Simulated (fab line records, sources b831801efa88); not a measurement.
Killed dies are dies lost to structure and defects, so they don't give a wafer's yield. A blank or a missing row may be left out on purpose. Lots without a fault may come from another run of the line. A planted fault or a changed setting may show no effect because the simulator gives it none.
Which tool did it? | flow gf180mcu | 11 lots, 33 wafers sampled, at 3 steps of a route of 602

WHAT THE GAUGES READ, wafer by wafer
GF_MIM_THK_MEAS_11: measures by xrf.
lot  | measured     | on            | MIM_ALCU_THK (nm)
L766 | day 25 12:02 | film_metro-02 | 194.3 192.9 194.9
L767 | day 25 19:01 | film_metro-02 | 195.4 194.4 194.0
L770 | day 26 20:19 | film_metro-02 | 197.7 199.0 196.4
L772 | day 27 14:29 | film_metro-01 | 194.9 198.0 194.2
L773 | day 27 18:53 | film_metro-04 | 197.1 196.3 197.9
L774 | day 28 01:39 | film_metro-04 | 194.1 195.6 195.6
L775 | day 28 12:59 | film_metro-02 | 193.5 194.1 194.2
L776 | day 28 20:38 | film_metro-01 | 193.8 195.6 197.3
L777 | day 29 01:30 | film_metro-04 | 211.4 211.8 212.8
L778 | day 29 10:41 | film_metro-02 | 210.7 208.4 209.3
L786 | day 31 11:52 | film_metro-04 | 199.4 194.3 195.0

WHICH TOOL RAN EACH LOT (tool, then ch and the chambers of the sampled wafers, then the start)
lot  | GF_MIM_SPUTTER_07            | GF_MIM_SPUTTER_09
L766 | pvd_sputter-01, day 25 11:49 | pvd_sputter-01, day 25 11:52
L767 | pvd_sputter-04, day 25 18:48 | pvd_sputter-04, day 25 18:52
L770 | pvd_sputter-04, day 26 20:05 | pvd_sputter-04, day 26 20:10
L772 | pvd_sputter-01, day 27 14:15 | pvd_sputter-01, day 27 14:19
L773 | pvd_sputter-04, day 27 18:39 | pvd_sputter-04, day 27 18:43
L774 | pvd_sputter-04, day 28 01:25 | pvd_sputter-04, day 28 01:29
L775 | pvd_sputter-04, day 28 12:46 | pvd_sputter-04, day 28 12:50
L776 | pvd_sputter-01, day 28 20:25 | pvd_sputter-01, day 28 20:28
L777 | pvd_sputter-01, day 29 01:16 | pvd_sputter-01, day 29 01:20
L778 | pvd_sputter-04, day 29 10:28 | pvd_sputter-04, day 29 10:32
L786 | pvd_sputter-04, day 31 11:37 | pvd_sputter-04, day 31 11:41
- GF_MIM_SPUTTER_07: material TiN, target thk 60 nm, time 50 s.
- GF_MIM_SPUTTER_09: material TiN, target thk 35 nm, time 29.2 s.

THE ANSWER, worked out from the rows above alone
Rule: what is usual is taken from the lots themselves. Put in order of their means at a reading, lots are off if they are a third of the lots or fewer, leave a main group of 4 or more, and stand apart from it by a gap of 3 or more times the standard deviation of the main group's means; of several such gaps the widest counts. A main group whose means are all the same, to the digits that the tables above print for the reading, isn't used. A lot without any number at a reading at which 4 lots or more have one is off too. The other lots that the step has rows for count as sound.
Off: L777, L778, at GF_MIM_THK_MEAS_11 (MIM_ALCU_THK). The main group: mean 195.6 nm, standard deviation 1.2.
A tool fits if, at a process step before that reading, it ran every lot that is off, and no sound lot after the first of them. The gauges at GF_MIM_THK_MEAS_11 are tried like those tools. None of those tried fits.

WHAT THE SIMULATOR HAD PUT IN
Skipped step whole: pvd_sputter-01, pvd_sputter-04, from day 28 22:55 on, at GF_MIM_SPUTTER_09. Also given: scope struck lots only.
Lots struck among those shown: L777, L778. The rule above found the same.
